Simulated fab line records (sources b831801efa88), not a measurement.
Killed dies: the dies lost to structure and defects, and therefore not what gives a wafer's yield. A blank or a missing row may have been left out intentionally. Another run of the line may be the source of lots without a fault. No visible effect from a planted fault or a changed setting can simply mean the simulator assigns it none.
fab line records	flow sky130
[record] lots = 7	wafers = 19	lastDay = 50
route steps=708 shown CONTACT@412 PAD_OPEN@708
lots with no fault: from the same line, run without faults
startH: the number of hours between the record's first day and the start of the first shown wafer of the lot	waitH: time in hours since the lot's previous step	" the same as in the row above	L1.1+2: a row that stands for several wafers	- no value present, or no start provided	* or withheld: withheld	< > ~ a bound
route shown NAME@n: a module of which the file shows steps, and the number in the route of the first	usual: the fault-free wafers' mean and standard deviation	same: alike in all rows	chamber/n: place in a boat	sites: per-site readings	_std_site: standard deviation of those values	_edge_site: outer sites' mean less inner sites'	radiusMm: how far each site lies from the wafer's centre	mask NAME#n: copy n	behind: tool/chamber where the wafer was last shaped	hold: reason for holding the lot/hours on hold/outcome of the hold	device: which transistor (n, p or np) failed to switch	end of line: the same wafers' tests at the end of the route	for a step that has no rows: nothing shown but its recipe	killed: dies lost to structure and defects at the first sort, not the wafer's yield	map: dies across one wafer; x = killed, . = not, _ = none there
set.NAME: setting as actually run; set.NAME@STEP: the setting as run at that earlier step	model.NAME: the simulator's own value behind a step, which no gauge read
lots at some steps of the route; a table a step, a row a wafer
services: from which hour (startH, from the record's first day; less than 0 if before it) a tool's chamber was out of use, for how many hours, and why
[[steps]]
[step SKY_CONTACT_DEHYDRATE_06]
[recipe] tempC = 200	timeS = 60
[step SKY_CONTACT_HMDS_07]
[recipe] primeTimeS = 60	primeTempC = 120
[step SKY_CONTACT_COAT_08]
[recipe] resist = BARC	tempC = withheld	timeS = withheld	spinRpm = 3000	resistThkNm = 60
[step SKY_CONTACT_COAT_09]
[recipe] resist = KrF-thick	spinRpm = 3000	resistThkNm = 450
[step SKY_CONTACT_SOFTBAKE_10]
[recipe] tempC = 100	timeS = 90	resist = KrF-thick
[step SKY_CONTACT_EXPOSE_11]
[recipe] maskId = CTM1	na = 0.8	sourceShape = annular	sigmaInner = 0.55	sigmaOuter = 0.85	targetCdNm = 170	doseMj = 38
[step SKY_CONTACT_PEB_12]
[recipe] pebTempC = withheld	pebTimeS = withheld	resist = KrF-thick
[step SKY_CONTACT_DEVELOP_13]
[recipe] developTimeS = 60	resist = KrF-thick	devTempC = 21
[step SKY_CONTACT_CD_MEAS_14]
[recipe] targetCdNm = 170
[usual] cdNm = 169.7/1.8
lot.wafer	tool	chamber	startH	waitH	cdNm
L532.2	cdSem-02	-	784.09	-	168.5
L532.4	"	-	"	"	169.1
L532.6	"	-	"	"	169.3
L533.2	cdSem-01	-	787.23	-	170.1
L533.3	"	-	"	"	169.8
L533.5	"	-	"	"	169.5
L538.4	cdSem-02	-	814.80	-	169.0
L538.5	"	-	"	"	168.5
L538.6	"	-	"	"	169.5
L541.1	cdSem-02	-	840.13	-	169.9
L541.3	"	-	"	"	169.8
L541.6	"	-	"	"	169.4
L546.1	cdSem-02	-	873.87	-	168.1
L546.6	"	-	"	"	169.0
L547.1	cdSem-02	-	889.13	-	167.0
L547.6	"	-	"	"	169.3
L549.1	cdSem-01	-	902.84	-	172.0
L549.2	"	-	"	"	171.9
L549.3	"	-	"	"	172.5
[step SKY_CONTACT_OVL_MEAS_15]
[usual] CONTACT_OVL = -3/5
lot.wafer	tool	chamber	startH	waitH	CONTACT_OVL[nm]
L532.2	overlay-01	-	784.20	0.1	-9
L532.4	"	-	"	"	-11
L532.6	"	-	"	"	-11
L533.2	overlay-02	-	787.34	0.1	7
L533.3	"	-	"	"	8
L533.5	"	-	"	"	1
L538.4	overlay-01	-	814.88	0.1	-5
L538.5	"	-	"	"	-4
L538.6	"	-	"	"	-7
L541.1	overlay-02	-	840.25	0.1	2
L541.3	"	-	"	"	-4
L541.6	"	-	"	"	-3
L546.1	overlay-01	-	873.99	0.1	-1
L546.6	"	-	"	"	1
L547.1	overlay-01	-	889.25	0.1	1
L547.6	"	-	"	"	1
L549.1	overlay-01	-	902.96	0.1	-11
L549.2	"	-	"	"	-12
L549.3	"	-	"	"	-7
[step SKY_CONTACT_ETCH_16]
[recipe] chemistry = N2/H2	target = BARC	ionEnergyEv = 200	sourceW = 500	biasW = 100	pressureMtorr = 30	n2FlowSccm = 100	h2FlowSccm = 200	stopOn = SiO2	timeS = 45.9	targetDepthA = 600
[usual] drypumpMotorCurrentA = 5.8/0.34	oesProductAu = 0.855/0.0043	throttleValvePct = 13.225/0.009
lot.wafer	tool	chamber	startH	waitH	drypumpMotorCurrentA	oesProductAu	rfHoursCounterH	throttleValvePct
L532.2	rieDiel-01	1	784.23	0.0	6.3	0.854	12	13.218
L532.4	"	2	"	"	5.9	0.854	12	13.196
L532.6	"	3	"	"	5.9	0.853	-	13.231
L533.2	rieDiel-03	0	787.37	0.0	5.9	0.861	19	13.234
L533.3	"	3	"	"	5.7	0.852	0	13.214
L533.5	"	0	"	"	5.9	0.855	-	13.214
L538.4	rieDiel-02	1	814.92	0.0	5.1	0.852	-	13.235
L538.5	"	3	"	"	5.3	0.845	-	13.202
L538.6	"	0	"	"	5.3	0.857	-	13.208
L541.1	rieDiel-01	1	840.28	0.0	6.3	0.848	14	13.219
L541.3	"	0	"	"	5.7	0.852	1	13.224
L541.6	"	3	"	"	6.0	0.859	-	13.220
L546.1	rieDiel-03	3	874.02	0.0	5.7	0.858	2	13.220
L546.6	"	2	"	"	5.9	0.857	-	13.214
L547.1	rieDiel-03	1	889.28	0.0	6.2	0.863	4	13.242
L547.6	"	0	"	"	5.9	0.863	-	13.224
L549.1	rieDiel-03	3	903.00	0.0	5.8	0.853	3	13.235
L549.2	"	1	"	"	6.1	0.851	5	13.213
L549.3	"	0	"	"	5.9	0.848	23	13.225
[step SKY_CONTACT_ETCH_17]
[recipe] target = SiO2	chemistry = C4F8/O2/Ar	stopOn = Si3N4	maskMaterial = KrF-thick	sourceW = 1500	biasW = 1200	pressureMtorr = 40	c4f8FlowSccm = withheld	O2_flow_sccm = 6	Ar_flow_sccm = 300	timeS = withheld	targetDepthA = 3400
[usual] oesProductAu = 0.892/0.0047
lot.wafer	tool	chamber	startH	waitH	oesProductAu
L532.2	rieDiel-01	1	784.27	0.0	0.901
L532.4	"	2	"	"	0.893
L532.6	"	3	"	"	0.894
L533.2	rieDiel-03	0	787.41	0.0	0.898
L533.3	"	3	"	"	0.890
L533.5	"	0	"	"	0.899
L538.4	rieDiel-02	1	814.96	0.0	0.886
L538.5	"	3	"	"	0.888
L538.6	"	0	"	"	0.891
L541.1	rieDiel-01	1	840.32	0.0	0.895
L541.3	"	0	"	"	0.885
L541.6	"	3	"	"	0.895
L546.1	rieDiel-03	3	874.06	0.0	0.896
L546.6	"	2	"	"	0.894
L547.1	rieDiel-03	1	889.32	0.0	0.891
L547.6	"	0	"	"	0.894
L549.1	rieDiel-03	3	903.04	0.0	0.886
L549.2	"	1	"	"	0.891
L549.3	"	0	"	"	0.885
[step SKY_CONTACT_ETCH_18]
[recipe] target = Si3N4	chemistry = CHF3/O2	stopOn = TiN	sourceW = 600	biasW = 200	pressureMtorr = 40	chf3FlowSccm = 50	O2_flow_sccm = 5	timeS = 39	targetDepthA = 750
[usual] chf3FlowSccm = 49.99/0.14	drypumpMotorCurrentA = 5.8/0.34	oesProductAu = 0.854/0.0075	throttleValvePct = 8.793/0.0095
lot.wafer	tool	chamber	startH	waitH	chf3FlowSccm	drypumpMotorCurrentA	oesProductAu	rfHoursCounterH	throttleValvePct	model.KrF-thick_of_CONTACT_COAT_09.thkNm	model.etch.depthNm
L532.2	rieDiel-01	1	784	-	49.90	6.3	0.849	12	8.783	242	74.48
L532.4	"	2	"	"	50.15	5.9	0.850	12	8.785	243.5	74.44
L532.6	"	3	"	"	49.97	5.9	0.862	-	8.774	245.7	75.92
L533.2	rieDiel-03	0	787	-	50.01	5.9	0.846	19	8.800	247.5	73.77
L533.3	"	3	"	"	50.25	5.7	0.848	0	8.792	244.1	73.82
L533.5	"	0	"	"	49.86	5.9	0.861	-	8.811	248.5	74.94
L538.4	rieDiel-02	1	815	-	49.96	5.1	0.867	-	8.789	240.8	74.59
L538.5	"	3	"	"	49.83	5.3	0.856	-	8.781	243	74.89
L538.6	"	0	"	"	49.79	5.2	0.867	-	8.776	244	75.3
L541.1	rieDiel-01	1	840	-	50.44	6.3	0.848	14	8.792	240.7	73.96
L541.3	"	0	"	"	50.02	5.7	0.859	1	8.811	243.3	75.55
L541.6	"	3	"	"	50.13	6.0	0.868	-	8.799	238.9	75.3
L546.1	rieDiel-03	3	874	-	50.04	5.7	0.716	2	8.753	281.5	53.31
L546.6	"	2	"	"	49.93	5.9	0.705	-	8.747	285.3	51.84
L547.1	rieDiel-03	1	889	-	50.12	6.2	0.713	4	8.750	283.9	52.06
L547.6	"	0	"	"	49.85	5.9	0.716	-	8.756	285.3	51.25
L549.1	rieDiel-03	3	903	-	50.07	5.8	0.707	3	8.765	280.5	53.13
L549.2	"	1	"	"	50.20	6.2	0.855	5	8.810	243.2	74.7
L549.3	"	0	"	"	49.79	5.9	0.848	23	8.780	244.1	73.53
[step SKY_CONTACT_STRIP_19]
[recipe] chemistry = O2/N2	powerW = 1400	pressureMtorr = 1500	platenTempC = withheld	o2FlowSccm = 3000	n2FlowSccm = 300	overashFraction = 0.5
[usual] drypumpMotorCurrentA = 5.8/0.47	oesProductAu = 0.381/0.0049	stripTimeToEndpointS = 3.61/0.031
lot.wafer	tool	chamber	startH	waitH	drypumpMotorCurrentA	oesProductAu	rfHoursCounterH	stripTimeToEndpointS
L532.2	plasmaAsher-02	1	784.36	-	5.2	0.375	96	3.62
L532.4	"	0	"	"	5.4	0.376	-	3.63
L532.6	"	0	"	"	5.4	0.378	-	3.65
L533.2	plasmaAsher-03	0	787.50	-	5.4	0.379	34	3.66
L533.3	"	1	"	"	6.2	0.382	-	3.64
L533.5	"	0	"	"	5.4	0.383	-	3.67
L538.4	plasmaAsher-04	1	815.06	-	6.1	0.376	-	3.58
L538.5	"	1	"	"	6.1	0.382	-	3.62
L538.6	"	0	"	"	6.4	0.376	-	3.62
L541.1	plasmaAsher-04	0	840.41	-	6.4	0.378	9	3.59
L541.3	"	0	"	"	6.4	0.382	-	3.62
L541.6	"	0	"	"	6.4	0.380	-	3.58
L546.1	plasmaAsher-04	1	874.15	-	6.1	0.398	12	4.03
L546.6	"	1	"	"	6.1	0.407	-	4.06
L547.1	plasmaAsher-03	0	889.41	-	5.4	0.404	43	4.03
L547.6	"	0	"	"	5.4	0.398	-	4.06
L549.1	plasmaAsher-03	1	903.13	-	6.1	0.395	45	4.02
L549.2	"	0	"	"	5.4	0.384	45	3.62
L549.3	"	0	"	"	5.4	0.381	-	3.63
[step SKY_CONTACT_STRIP_20]
[recipe] chemistry = postEtchResidueRemover	timeS = 1200	tempC = 72.5
[step SKY_PAD_OPEN_PROBE_99]
[usual] killed_at_M0_to_M3 = 44/7.2	killed_at_M4_up = 2.9/1.8	killedAtContacts = 24/5.2	killedAtFrontEnd = 15/4	killedAtOther = 0.2/0.49	killedDies = 85/9.1	killedOnRim = 17/3.7	killedOpen = 47/6.8	killedShort = 38/5.7
[same] grossDies = 492	killedAtBackSide = 0
lot.wafer	tool	chamber	startH	waitH	killed_at_M0_to_M3	killed_at_M4_up	killedAtContacts	killedAtFrontEnd	killedAtOther	killedDies	killedOnRim	killedOpen	killedShort
L538.4	prober-02	-	1144.63	0.2	36	5	30	13	0	84	14	47	37
L538.5	prober-02	-	1144.68	0.2	43	3	31	13	0	90	22	53	37
L538.6	prober-02	-	1144.73	0.2	44	2	18	8	0	72	13	42	30
L541.1	prober-01	-	1164.42	0.1	34	4	21	20	0	79	15	47	32
L541.3	prober-01	-	1164.52	0.2	42	2	27	16	0	87	15	40	47
L541.6	prober-01	-	1164.67	0.2	30	4	22	15	1	72	17	35	37
L546.1	prober-02	-	1186.57	0.1	44	1	434	13	0	492	96	53	37
L546.6	prober-02	-	1186.82	0.2	49	2	431	10	0	492	96	55	27
L547.1	prober-01	-	1195.17	0.1	43	7	433	8	1	492	96	42	46
L547.6	prober-01	-	1195.42	0.2	38	1	433	20	0	492	96	41	39
L549.1	prober-01	-	1204.21	0.1	41	1	427	23	0	492	96	54	37
L549.2	prober-01	-	1204.26	0.1	36	4	21	16	0	77	15	45	32
L549.3	prober-01	-	1204.31	0.2	48	2	29	11	1	91	20	50	41
// killed by level:class
L538.4 CONTACT:geometricParticle:open=14 VIA1:geometricParticle:open=7 VIA3:geometricParticle:open=7 FIELD_ISO:geometricParticle:short=6 LOCAL_INTERCONNECT:geometricParticle:short=6 VIA2:geometricParticle:open=6 METAL4:geometricParticle:short=5 METAL1:geometricParticle:short=4
L538.5 CONTACT:geometricParticle:open=16 VIA1:geometricParticle:open=10 VIA3:geometricParticle:open=7 METAL2:geometricParticle:short=7 FIELD_ISO:geometricParticle:short=6 LI_CONTACT:geometricParticle:open=6 METAL1:geometricParticle:short=6 VIA2:geometricParticle:open=5
L538.6 VIA1:geometricParticle:open=13 VIA2:geometricParticle:open=7 METAL2:geometricParticle:short=7 VIA3:geometricParticle:open=6 FIELD_ISO:geometricParticle:open=5 CONTACT:geometricParticle:open=5 LI_CONTACT:geometricParticle:open=4 LOCAL_INTERCONNECT:geometricParticle:short=4
L541.1 VIA1:geometricParticle:open=10 CONTACT:geometricParticle:open=8 FIELD_ISO:geometricParticle:open=7 FIELD_ISO:geometricParticle:short=5 VIA3:geometricParticle:open=5 LI_CONTACT:geometricParticle:open=5 CONTACT:geometricParticle:short=5 POLY_GATE:geometricParticle:open=4
L541.3 CONTACT:geometricParticle:open=10 CONTACT:geometricParticle:short=7 VIA1:geometricParticle:open=7 VIA2:geometricParticle:open=7 VIA3:geometricParticle:open=6 FIELD_ISO:geometricParticle:short=5 LOCAL_INTERCONNECT:geometricParticle:short=5 VIA1:geometricParticle:short=5
L541.6 CONTACT:geometricParticle:open=7 LOCAL_INTERCONNECT:geometricParticle:short=6 FIELD_ISO:geometricParticle:short=5 LI_CONTACT:geometricParticle:open=5 VIA1:geometricParticle:open=5 VIA1:geometricParticle:short=4 VIA2:geometricParticle:short=4 METAL3:geometricParticle:short=4
L546.1 CONTACT:areaEtch=402 CONTACT:geometricParticle:open=14 VIA1:geometricParticle:open=10 LI_CONTACT:geometricParticle:open=9 METAL2:geometricParticle:short=9 FIELD_ISO:geometricParticle:open=6 VIA2:geometricParticle:open=5 LI_CONTACT:geometricParticle:short=4
L546.6 CONTACT:areaEtch=410 VIA3:geometricParticle:open=12 CONTACT:geometricParticle:open=10 VIA1:geometricParticle:open=8 VIA2:geometricParticle:open=7 VIA3:geometricParticle:short=5 METAL2:geometricParticle:short=4 LI_CONTACT:geometricParticle:open=4
L547.1 CONTACT:areaEtch=404 CONTACT:geometricParticle:open=10 VIA1:geometricParticle:open=8 VIA3:geometricParticle:open=8 CONTACT:geometricParticle:short=7 LOCAL_INTERCONNECT:geometricParticle:short=6 METAL2:geometricParticle:short=5 METAL1:geometricParticle:short=5
L547.6 CONTACT:areaEtch=412 METAL2:geometricParticle:short=8 VIA1:geometricParticle:open=8 FIELD_ISO:geometricParticle:open=7 CONTACT:geometricParticle:open=7 FIELD_ISO:geometricParticle:short=6 LI_CONTACT:geometricParticle:open=6 METAL1:geometricParticle:short=6
L549.1 CONTACT:areaEtch=401 CONTACT:geometricParticle:open=15 FIELD_ISO:geometricParticle:open=8 VIA1:geometricParticle:open=8 VIA2:geometricParticle:open=7 FIELD_ISO:geometricParticle:short=5 POLY_GATE:geometricParticle:open=5 METAL1:geometricParticle:short=5
L549.2 LI_CONTACT:geometricParticle:open=9 VIA2:geometricParticle:open=8 FIELD_ISO:geometricParticle:open=6 CONTACT:geometricParticle:open=6 VIA1:geometricParticle:open=6 POLY_GATE:geometricParticle:short=5 VIA1:geometricParticle:short=4 VIA3:geometricParticle:open=4
L549.3 VIA3:geometricParticle:open=12 CONTACT:geometricParticle:open=11 LI_CONTACT:geometricParticle:open=9 VIA2:geometricParticle:open=9 VIA1:geometricParticle:short=8 METAL1:geometricParticle:short=6 CONTACT:geometricParticle:short=5 FIELD_ISO:geometricParticle:short=4
// map L546.1 (x killed, . not)
__________xxxxxxxxxx_________
________xxxxxxxxxxxxxx_______
______xxxxxxxxxxxxxxxxxx_____
_____xxxxxxxxxxxxxxxxxxxx____
____xxxxxxxxxxxxxxxxxxxxxx___
___xxxxxxxxxxxxxxxxxxxxxxxx__
__xxxxxxxxxxxxxxxxxxxxxxxxxx_
_xxxxxxxxxxxxxxxxxxxxxxxxxxxx
_xxxxxxxxxxxxxxxxxxxxxxxxxxxx
_xxxxxxxxxxxxxxxxxxxxxxxxxxxx
_xxxxxxxxxxxxxxxxxxxxxxxxxxxx
_xxxxxxxxxxxxxxxxxxxxxxxxxxxx
_xxxxxxxxxxxxxxxxxxxxxxxxxxxx
_xxxxxxxxxxxxxxxxxxxxxxxxxxxx
_xxxxxxxxxxxxxxxxxxxxxxxxxxxx
__xxxxxxxxxxxxxxxxxxxxxxxxxx_
___xxxxxxxxxxxxxxxxxxxxxxxx__
____xxxxxxxxxxxxxxxxxxxxxx___
_____xxxxxxxxxxxxxxxxxxxx____
______xxxxxxxxxxxxxxxxxx_____
________xxxxxxxxxxxxxx_______
__________xxxxxxxxxx_________
// map L547.1 (x killed, . not)
__________xxxxxxxxxx_________
________xxxxxxxxxxxxxx_______
______xxxxxxxxxxxxxxxxxx_____
_____xxxxxxxxxxxxxxxxxxxx____
____xxxxxxxxxxxxxxxxxxxxxx___
___xxxxxxxxxxxxxxxxxxxxxxxx__
__xxxxxxxxxxxxxxxxxxxxxxxxxx_
_xxxxxxxxxxxxxxxxxxxxxxxxxxxx
_xxxxxxxxxxxxxxxxxxxxxxxxxxxx
_xxxxxxxxxxxxxxxxxxxxxxxxxxxx
_xxxxxxxxxxxxxxxxxxxxxxxxxxxx
_xxxxxxxxxxxxxxxxxxxxxxxxxxxx
_xxxxxxxxxxxxxxxxxxxxxxxxxxxx
_xxxxxxxxxxxxxxxxxxxxxxxxxxxx
_xxxxxxxxxxxxxxxxxxxxxxxxxxxx
__xxxxxxxxxxxxxxxxxxxxxxxxxx_
___xxxxxxxxxxxxxxxxxxxxxxxx__
____xxxxxxxxxxxxxxxxxxxxxx___
_____xxxxxxxxxxxxxxxxxxxx____
______xxxxxxxxxxxxxxxxxx_____
________xxxxxxxxxxxxxx_______
__________xxxxxxxxxx_________
[[services]]
tool	chamber	startH	hours	kind
rieDiel-03	3	761.12	-	clean
rieDiel-03	3	761.12	23.1	scheduledDown
rieDiel-03	3	761.12	23.1	ventCycle
plasmaAsher-04	-	776.10	7.5	repair
rieDiel-01	1	779.37	3.6	repair
rieDiel-02	2	783.51	3.7	repair
plasmaAsher-03	-	788.62	0.7	repair
plasmaAsher-03	-	792.67	2.2	repair
rieDiel-01	0	798.06	-	clean
rieDiel-01	0	798.06	29.5	scheduledDown
rieDiel-01	0	798.06	29.5	ventCycle
plasmaAsher-04	-	802.42	2.7	pm
rieDiel-02	2	802.92	45.2	repair
rieDiel-01	2	834.36	16.5	repair
plasmaAsher-04	-	835.15	0.3	repair
rieDiel-03	-	839.53	4.9	repair
plasmaAsher-03	-	846.60	2.8	pm
rieDiel-03	3	858.05	14.4	repair
rieDiel-01	0	864.29	14.0	repair
[[key]]
[firstSign] step = SKY_CONTACT_ETCH_18	reading = oesProductAu	direction = down	sigmas = 19	usual = 0.854	struck = 0.711
[effect] step = SKY_CONTACT_ETCH_18	reading = throttleValvePct	direction = down	sigmas = 4.1	usual = 8.793	struck = 8.754
[effect] step = SKY_CONTACT_STRIP_19	reading = stripTimeToEndpointS	direction = up	sigmas = 14	usual = *	struck = *
[effect] step = SKY_PAD_OPEN_PROBE_99	reading = killedAtContacts	direction = up	sigmas = 78	usual = 24	struck = 432
[modelEffect] step = SKY_CONTACT_ETCH_18	value = KrF-thick_of_CONTACT_COAT_09.thkNm	without = 244	struck = 283.3
[moreKillsBornAt] SKY_CONTACT_ETCH_18@rieDiel-03 = 2029
metAt SKY_CONTACT_ETCH_18
struckWafers L546.1,L546.6,L547.1,L547.6,L549.1
laterRowsLeftOut L546.1,L546.6,L547.1,L547.6,L549.1
testerLeftOut L546,L547,L549
onsetBetween 787 874
[fault] kind = processParameterDrift	tool = rieDiel-03	chamber = -	onsetH = 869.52	steps = SKY_CONTACT_ETCH_18	channel = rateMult	offset = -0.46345	shape = step	endH = 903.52	scope = struckWafersOnly
// testerLeftOut: of these lots the tester's yield and bins aren't shown, on N5 and GAA mostly nor the transistor test; their killed dies are dies lost to structure and defects alone, not to doping, threshold or leakage, so they don't give the yield
// laterRowsLeftOut: the simulator's readings of these wafers behind a module that went badly wrong aren't trusted and aren't shown, but for the sort
